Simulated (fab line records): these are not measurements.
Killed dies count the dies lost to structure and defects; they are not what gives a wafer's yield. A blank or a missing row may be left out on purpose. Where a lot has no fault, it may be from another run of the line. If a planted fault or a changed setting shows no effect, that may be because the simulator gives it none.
The tool behind it: which one? | flow gf180mcu | 18 wafers from 6 lots sampled at 3 of the route's 602 steps

## WHAT THE GAUGES SHOWED, per wafer
GF_V5_OVL_MEAS_15.
lot  | measured     | on         | V5_OVL (nm)
L825 | day 27 19:51 | overlay-01 | -5 -5 -4
L828 | day 28 12:29 | overlay-02 | -3 -3 -4
L834 | day 30 10:35 | overlay-01 | -6 -3 -5
L839 | day 31 12:08 | overlay-02 | -1 -4 -13
L842 | day 32 09:26 | overlay-01 | -8 -6 -11
L844 | day 32 18:44 | overlay-01 | -1 -9 -5

## EACH LOT AND THE TOOL THAT RAN IT (in order: tool; ch and the chambers of the sampled wafers; start)
lot  | GF_M1_STRIP_17                       | GF_MIM_SPUTTER_03
L825 | plasma asher-04 ch 0,1, day 17 22:07 | pvd sputter-02, day 25 03:34
L828 | plasma asher-02 ch 0,1, day 18 17:29 | pvd sputter-01, day 25 21:10
L834 | plasma asher-01 ch 0,1, day 21 02:26 | pvd sputter-02, day 27 23:08
L839 | plasma asher-01 ch 0,1, day 22 11:08 | pvd sputter-02, day 29 02:45
L842 | plasma asher-02 ch 0,1, day 23 12:24 | pvd sputter-01, day 30 01:50
L844 | plasma asher-02 ch 0,1, day 24 01:32 | pvd sputter-02, day 30 11:31
- GF_M1_STRIP_17: strips in O2/N2.
- GF_MIM_SPUTTER_03: material Ti, target thk 10 nm, time 6.7 s.

## THE ANSWER, worked out from the rows above alone
Rule: the usual values come from the lots themselves. Put in order of their means at a reading, lots are off if they are a third of the lots or fewer, leave a main group of 4 or more, and stand apart from it by a gap of 3 or more times the standard deviation of the main group's means; of several such gaps the widest counts. The tables above print the reading to a certain number of digits; a main group whose means all agree to those digits is not used. A lot without any number at a reading at which 4 lots or more have one is off too. Where the step has rows for the other lots, those lots are counted as sound.
Nothing can be told from this: no lot is off at any reading shown.

## WHAT THE SIMULATOR HAD INSERTED
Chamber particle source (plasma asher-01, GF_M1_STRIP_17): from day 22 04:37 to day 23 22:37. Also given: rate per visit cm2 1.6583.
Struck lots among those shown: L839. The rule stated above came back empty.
